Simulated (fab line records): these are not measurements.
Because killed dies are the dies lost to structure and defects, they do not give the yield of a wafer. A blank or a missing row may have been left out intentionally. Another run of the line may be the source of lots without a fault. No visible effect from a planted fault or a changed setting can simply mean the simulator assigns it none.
Which tool did it? / flow sky130 / 11 lots with 33 wafers sampled at 5 steps, on a route of 708 steps

## WHAT THE GAUGES READ, wafer by wafer
SKY_FIELD_ISO_THK_MEAS_23.
lot=L534; measured=day 2 13:49; on=film-metro-01; FIELD_ISO_OXIDATION_01_THK (nm)=9.79 9.77 9.77
lot=L535; measured=day 2 19:49; on=film-metro-04; FIELD_ISO_OXIDATION_01_THK (nm)=10.10 10.28 10.11
lot=L536; measured=day 3 01:30; on=film-metro-03; FIELD_ISO_OXIDATION_01_THK (nm)=10.18 10.29 10.37
lot=L537; measured=day 3 07:06; on=film-metro-04; FIELD_ISO_OXIDATION_01_THK (nm)=10.08 10.11 9.98
lot=L538; measured=day 3 11:08; on=film-metro-03; FIELD_ISO_OXIDATION_01_THK (nm)=9.93 9.90 9.80
lot=L539; measured=day 3 17:47; on=film-metro-03; FIELD_ISO_OXIDATION_01_THK (nm)=9.99 10.22 10.03
lot=L541; measured=day 4 02:22; on=film-metro-04; FIELD_ISO_OXIDATION_01_THK (nm)=9.78 9.67 9.88
lot=L546; measured=day 5 07:40; on=film-metro-03; FIELD_ISO_OXIDATION_01_THK (nm)=9.98 9.92 9.83
lot=L548; measured=day 5 15:16; on=film-metro-01; FIELD_ISO_OXIDATION_01_THK (nm)=9.86 9.86 10.02
lot=L555; measured=day 7 02:04; on=film-metro-04; FIELD_ISO_OXIDATION_01_THK (nm)=10.34 10.25 10.26
lot=L556; measured=day 7 06:58; on=film-metro-04; FIELD_ISO_OXIDATION_01_THK (nm)=9.86 9.92 9.84

SKY_NWELL_THK_MEAS_02.
lot=L534; measured=day 2 22:00; on=film-metro-02; NWELL_OXIDATION_THK (nm)=9.88 10.07 9.89
lot=L535; measured=day 3 03:26; on=film-metro-02; NWELL_OXIDATION_THK (nm)=9.69 10.02 9.91
lot=L536; measured=day 3 08:28; on=film-metro-02; NWELL_OXIDATION_THK (nm)=10.15 10.32 10.21
lot=L537; measured=day 3 15:13; on=film-metro-03; NWELL_OXIDATION_THK (nm)=10.33 10.27 10.26
lot=L538; measured=day 3 19:05; on=film-metro-03; NWELL_OXIDATION_THK (nm)=9.85 9.87 9.78
lot=L539; measured=day 4 00:28; on=film-metro-01; NWELL_OXIDATION_THK (nm)=10.02 10.02 9.87
lot=L541; measured=day 4 07:51; on=film-metro-03; NWELL_OXIDATION_THK (nm)=10.00 10.10 10.11
lot=L546; measured=day 5 14:12; on=film-metro-03; NWELL_OXIDATION_THK (nm)=10.26 10.20 10.29
lot=L548; measured=day 5 22:24; on=film-metro-02; NWELL_OXIDATION_THK (nm)=9.83 9.83 9.74
lot=L555; measured=day 7 06:55; on=film-metro-02; NWELL_OXIDATION_THK (nm)=10.08 10.18 9.97
lot=L556; measured=day 7 12:17; on=film-metro-02; NWELL_OXIDATION_THK (nm)=10.43 10.26 10.36

SKY_VT_ADJUST_NCORE_CD_MEAS_07: target cd 380 nm.
lot=L534; measured=day 8 23:44; on=cd-sem-01; cd-nm (nm)=379.3 378.6 381.3
lot=L535; measured=day 9 07:16; on=cd-sem-01; cd-nm (nm)=380.9 378.9 380.8
lot=L536; measured=day 9 14:37; on=cd-sem-01; cd-nm (nm)=379.0 376.4 377.5
lot=L537; measured=day 9 23:04; on=cd-sem-02; cd-nm (nm)=375.3 376.3 377.0
lot=L538; measured=day 10 03:28; on=cd-sem-01; cd-nm (nm)=383.6 384.3 382.4
lot=L539; measured=day 10 11:25; on=cd-sem-02; cd-nm (nm)=378.4 380.7 378.9
lot=L541; measured=day 10 21:08; on=cd-sem-01; cd-nm (nm)=379.3 382.4 379.1
lot=L546; measured=day 12 15:32; on=cd-sem-01; cd-nm (nm)=370.5 350.2 355.7
lot=L548; measured=day 13 05:07; on=cd-sem-02; cd-nm (nm)=376.9 377.7 378.2
lot=L555; measured=day 15 01:52; on=cd-sem-01; cd-nm (nm)=377.9 377.7 377.9
lot=L556; measured=day 15 07:04; on=cd-sem-01; cd-nm (nm)=379.1 379.0 378.0

## TOOL THAT RAN EACH LOT (tool first, then ch and the chambers of the sampled wafers, then the start)
lot=L534; SKY_FIELD_ISO_ETCH_15=rie-diel-01 ch 1,2,3, day 2 11:00; SKY_VT_ADJUST_NCORE_EXPOSE_04=iline-stepper-01 ch 0, day 8 13:13
lot=L535; SKY_FIELD_ISO_ETCH_15=rie-diel-04 ch 0,1,3, day 2 16:02; SKY_VT_ADJUST_NCORE_EXPOSE_04=iline-stepper-01 ch 0, day 8 21:20
lot=L536; SKY_FIELD_ISO_ETCH_15=rie-diel-04 ch 1,3, day 2 20:50; SKY_VT_ADJUST_NCORE_EXPOSE_04=iline-stepper-02 ch 0, day 9 03:56
lot=L537; SKY_FIELD_ISO_ETCH_15=rie-diel-02 ch 1,2, day 3 02:56; SKY_VT_ADJUST_NCORE_EXPOSE_04=iline-stepper-02 ch 0, day 9 12:35
lot=L538; SKY_FIELD_ISO_ETCH_15=rie-diel-01 ch 1,2,3, day 3 07:15; SKY_VT_ADJUST_NCORE_EXPOSE_04=iline-stepper-01 ch 0, day 9 16:49
lot=L539; SKY_FIELD_ISO_ETCH_15=rie-diel-01 ch 0,1,2, day 3 13:53; SKY_VT_ADJUST_NCORE_EXPOSE_04=iline-stepper-01 ch 0, day 10 00:31
lot=L541; SKY_FIELD_ISO_ETCH_15=rie-diel-01 ch 0,1,3, day 3 23:15; SKY_VT_ADJUST_NCORE_EXPOSE_04=iline-stepper-01 ch 0, day 10 11:13
lot=L546; SKY_FIELD_ISO_ETCH_15=rie-diel-01 ch 0,2, day 5 02:29; SKY_VT_ADJUST_NCORE_EXPOSE_04=iline-stepper-02 ch 0, day 12 03:23
lot=L548; SKY_FIELD_ISO_ETCH_15=rie-diel-01 ch 1,2, day 5 11:53; SKY_VT_ADJUST_NCORE_EXPOSE_04=iline-stepper-01 ch 0, day 12 16:49
lot=L555; SKY_FIELD_ISO_ETCH_15=rie-diel-01 ch 2,3, day 6 23:54; SKY_VT_ADJUST_NCORE_EXPOSE_04=iline-stepper-02 ch 0, day 14 12:55
lot=L556; SKY_FIELD_ISO_ETCH_15=rie-diel-02 ch 1,2, day 7 04:20; SKY_VT_ADJUST_NCORE_EXPOSE_04=iline-stepper-01 ch 0, day 14 18:36
- SKY_FIELD_ISO_ETCH_15: etches the open film in CHF3/O2, stops on Si, target depth 180 nm, time 70.07 s.
- SKY_VT_ADJUST_NCORE_EXPOSE_04: exposes mask LVTN COMPLEMENT THIN, target cd 380 nm.

## WHAT THE TOOLS THEMSELVES READ (means of the sampled wafers that have a number; where no wafer has one, the mark that the record gives instead)
SKY_FIELD_ISO_ETCH_15.
lot=L534; tool=rie-diel-01; drypump-motor-current-A (A)=6.0; oes-product-au (a.u.)=0.965; throttle-valve-pct (%)=8.850
lot=L535; tool=rie-diel-04; drypump-motor-current-A (A)=5.9; oes-product-au (a.u.)=0.958; throttle-valve-pct (%)=8.854
lot=L536; tool=rie-diel-04; drypump-motor-current-A (A)=5.9; oes-product-au (a.u.)=0.952; throttle-valve-pct (%)=8.854
lot=L537; tool=rie-diel-02; drypump-motor-current-A (A)=5.8; oes-product-au (a.u.)=0.959; throttle-valve-pct (%)=8.852
lot=L538; tool=rie-diel-01; drypump-motor-current-A (A)=6.0; oes-product-au (a.u.)=0.963; throttle-valve-pct (%)=8.857
lot=L539; tool=rie-diel-01; drypump-motor-current-A (A)=5.9; oes-product-au (a.u.)=0.966; throttle-valve-pct (%)=8.850
lot=L541; tool=rie-diel-01; drypump-motor-current-A (A)=5.8; oes-product-au (a.u.)=0.963; throttle-valve-pct (%)=8.845
lot=L546; tool=rie-diel-01; drypump-motor-current-A (A)=5.6; oes-product-au (a.u.)=0.956; throttle-valve-pct (%)=8.853
lot=L548; tool=rie-diel-01; drypump-motor-current-A (A)=6.2; oes-product-au (a.u.)=0.967; throttle-valve-pct (%)=8.846
lot=L555; tool=rie-diel-01; drypump-motor-current-A (A)=5.7; oes-product-au (a.u.)=0.962; throttle-valve-pct (%)=8.840
lot=L556; tool=rie-diel-02; drypump-motor-current-A (A)=5.8; oes-product-au (a.u.)=0.956; throttle-valve-pct (%)=8.853

SKY_VT_ADJUST_NCORE_EXPOSE_04.
lot=L534; tool=iline-stepper-01; exposure-dose-mJ-cm2=139.04; stage-vel-mm-s (mm/s)=500.08
lot=L535; tool=iline-stepper-01; exposure-dose-mJ-cm2=139.24; stage-vel-mm-s (mm/s)=499.99
lot=L536; tool=iline-stepper-02; exposure-dose-mJ-cm2=138.91; stage-vel-mm-s (mm/s)=499.92
lot=L537; tool=iline-stepper-02; exposure-dose-mJ-cm2=138.96; stage-vel-mm-s (mm/s)=500.10
lot=L538; tool=iline-stepper-01; exposure-dose-mJ-cm2=139.04; stage-vel-mm-s (mm/s)=500.01
lot=L539; tool=iline-stepper-01; exposure-dose-mJ-cm2=138.84; stage-vel-mm-s (mm/s)=499.58
lot=L541; tool=iline-stepper-01; exposure-dose-mJ-cm2=139.04; stage-vel-mm-s (mm/s)=500.28
lot=L546; tool=iline-stepper-02; exposure-dose-mJ-cm2=140.43; stage-vel-mm-s (mm/s)=500.06
lot=L548; tool=iline-stepper-01; exposure-dose-mJ-cm2=138.87; stage-vel-mm-s (mm/s)=500.01
lot=L555; tool=iline-stepper-02; exposure-dose-mJ-cm2=138.96; stage-vel-mm-s (mm/s)=500.14
lot=L556; tool=iline-stepper-01; exposure-dose-mJ-cm2=138.97; stage-vel-mm-s (mm/s)=500.12

## THE ANSWER, worked out from the rows above alone
Rule: what is usual is taken from the lots themselves. The widest of any qualifying gaps counts: lots, ordered by their means at a reading, are off when they make up no more than a third of the lots, leave a main group of 4 or more, and stand apart from it by 3 or more times the standard deviation of that group's means. If all means in a main group match to the digits the tables above print for the reading, that group is not used. A lot without any number at a reading at which 4 lots or more have one is off too. The other lots that the step has rows for count as sound. Order of review: gauges by route order, followed by the tools' own readings, for which a lot's mean as printed above is used. The first step at which some lot is off is used, and at that step the reading that is off furthest; a lot without a number counts as furthest.
Off: L546, at SKY_VT_ADJUST_NCORE_CD_MEAS_07 (cd-nm). The main group has a mean of 379.1 nm with a standard deviation of 1.9.
If a tool, at a process step before that reading, ran all the lots that are off and no sound lot after the first of them, it fits. Not tried: the gauges at SKY_VT_ADJUST_NCORE_CD_MEAS_07; whatever is off there is also off at SKY_VT_ADJUST_NCORE_EXPOSE_04, on other tools, and gauge error can't account for it. No candidate that was tried fits.

## WHAT THE SIMULATOR HAD PUT IN
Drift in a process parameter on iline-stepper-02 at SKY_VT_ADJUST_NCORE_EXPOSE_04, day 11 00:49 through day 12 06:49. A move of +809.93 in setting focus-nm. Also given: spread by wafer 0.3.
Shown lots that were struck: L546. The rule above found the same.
